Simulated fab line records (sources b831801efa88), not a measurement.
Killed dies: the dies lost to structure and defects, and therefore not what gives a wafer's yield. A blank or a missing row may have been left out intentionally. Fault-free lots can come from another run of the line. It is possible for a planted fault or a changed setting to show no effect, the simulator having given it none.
Which tool was responsible?	flow gf180mcu	12 lots, 36 wafers sampled, at 3 steps of a route of 602

## WHAT EACH GAUGE READ, for each wafer
GF_V2_THK_MEAS_01.
lot	measured	on	V2_CVD_00_THK (nm)
L724	day 19 11:56	film_metro-02	607 595 611
L726	day 20 03:02	film_metro-04	594 606 613
L728	day 20 15:38	film_metro-02	600 594 598
L732	day 22 12:20	film_metro-02	606 621 600
L733	day 23 00:55	film_metro-04	608 603 597
L734	day 23 06:54	film_metro-04	598 601 604
L740	day 25 12:07	film_metro-02	603 601 595
L742	day 25 15:46	film_metro-02	601 612 613
L741	day 25 19:49	film_metro-02	599 591 593
L743	day 25 23:52	film_metro-02	585 593 595
L744	day 26 05:58	film_metro-02	609 606 603
L747	day 26 22:11	film_metro-04	600 603 600

## EACH LOT AND THE TOOL THAT RAN IT (in order: tool; ch and the chambers of the sampled wafers; start)
lot	GF_CONTACT_STRIP_18	GF_CONTACT_SPUTTER_22
L724	plasma_asher-04 ch 0,1, day 16 08:35	pvd_sputter-02, day 16 08:54
L726	plasma_asher-01 ch 0,1, day 16 21:56	pvd_sputter-02, day 16 22:13
L728	plasma_asher-03 ch 0,1, day 17 10:23	pvd_sputter-03, day 17 10:40
L732	plasma_asher-03 ch 0,1, day 19 07:29	pvd_sputter-02, day 19 07:55
L733	plasma_asher-01 ch 0,1, day 19 20:42	pvd_sputter-04, day 19 21:00
L734	plasma_asher-01 ch 0,1, day 20 02:35	pvd_sputter-02, day 20 02:53
L740	plasma_asher-03 ch 0,1, day 22 10:17	pvd_sputter-02, day 22 10:35
L742	plasma_asher-03 ch 0,1, day 22 16:11	pvd_sputter-03, day 22 16:29
L741	plasma_asher-04 ch 0,1, day 22 20:02	pvd_sputter-04, day 22 20:20
L743	plasma_asher-04 ch 0,1, day 23 00:56	pvd_sputter-02, day 23 01:14
L744	plasma_asher-03 ch 0,1, day 23 07:53	pvd_sputter-02, day 23 08:11
L747	plasma_asher-01 ch 0,1, day 24 00:46	pvd_sputter-02, day 24 01:02
- GF_CONTACT_STRIP_18: strips in O2/N2.
- GF_CONTACT_SPUTTER_22: material Ti, target thk 15 nm, time 80.02 s.

## AS READ BY THE TOOLS THEMSELVES (means over the sampled wafers that have a number; for cases with no such wafer, the mark the record gives instead)
GF_CONTACT_STRIP_18.
lot	tool	drypump_motor_current_A (A)	heater_power_w (W)	oes_product_au (a.u.)	platen_temp_c (C)
L724	plasma_asher-04	5.7	344	0.581	250.04
L726	plasma_asher-01	5.7	357	0.580	250.10
L728	plasma_asher-03	6.0	353	0.583	249.96
L732	plasma_asher-03	6.2	367	0.578	250.18
L733	plasma_asher-01	5.7	360	0.579	250.00
L734	plasma_asher-01	5.7	360	0.583	249.72
L740	plasma_asher-03	6.2	369	0.580	249.78
L742	plasma_asher-03	6.2	363	0.585	250.02
L741	plasma_asher-04	5.7	342	0.579	249.89
L743	plasma_asher-04	5.7	339	0.577	249.97
L744	plasma_asher-03	6.0	360	0.581	249.94
L747	plasma_asher-01	5.7	366	0.580	249.85

GF_CONTACT_SPUTTER_22.
lot	tool	throttle_valve_pct (%)
L724	pvd_sputter-02	29.4
L726	pvd_sputter-02	30.7
L728	pvd_sputter-03	29.8
L732	pvd_sputter-02	30.6
L733	pvd_sputter-04	29.1
L734	pvd_sputter-02	28.1
L740	pvd_sputter-02	30.4
L742	pvd_sputter-03	30.1
L741	pvd_sputter-04	29.2
L743	pvd_sputter-02	29.1
L744	pvd_sputter-02	29.4
L747	pvd_sputter-02	30.1

## THE ANSWER, worked out from the rows above alone
Rule: usual is defined by the lots themselves. Put in order of their means at a reading, lots are off if they are a third of the lots or fewer, leave a main group of 4 or more, and stand apart from it by a gap of 3 or more times the standard deviation of the main group's means; of several such gaps the widest counts. The tables above print the reading to a certain number of digits; a main group whose means all agree to those digits is not used. Also off: a lot with no number at a reading for which 4 or more lots have one. Any other lot the step has rows for is counted as sound. After the gauges, taken in route order, come the tools' own readings; for these a lot's mean is taken, as printed above. At the first step where some lot is off, the reading lying furthest off is the one used; lots without a number count as furthest.
Across all readings shown, no lot is off: no conclusion can be drawn from this.

## WHAT THE SIMULATOR HAD PUT IN
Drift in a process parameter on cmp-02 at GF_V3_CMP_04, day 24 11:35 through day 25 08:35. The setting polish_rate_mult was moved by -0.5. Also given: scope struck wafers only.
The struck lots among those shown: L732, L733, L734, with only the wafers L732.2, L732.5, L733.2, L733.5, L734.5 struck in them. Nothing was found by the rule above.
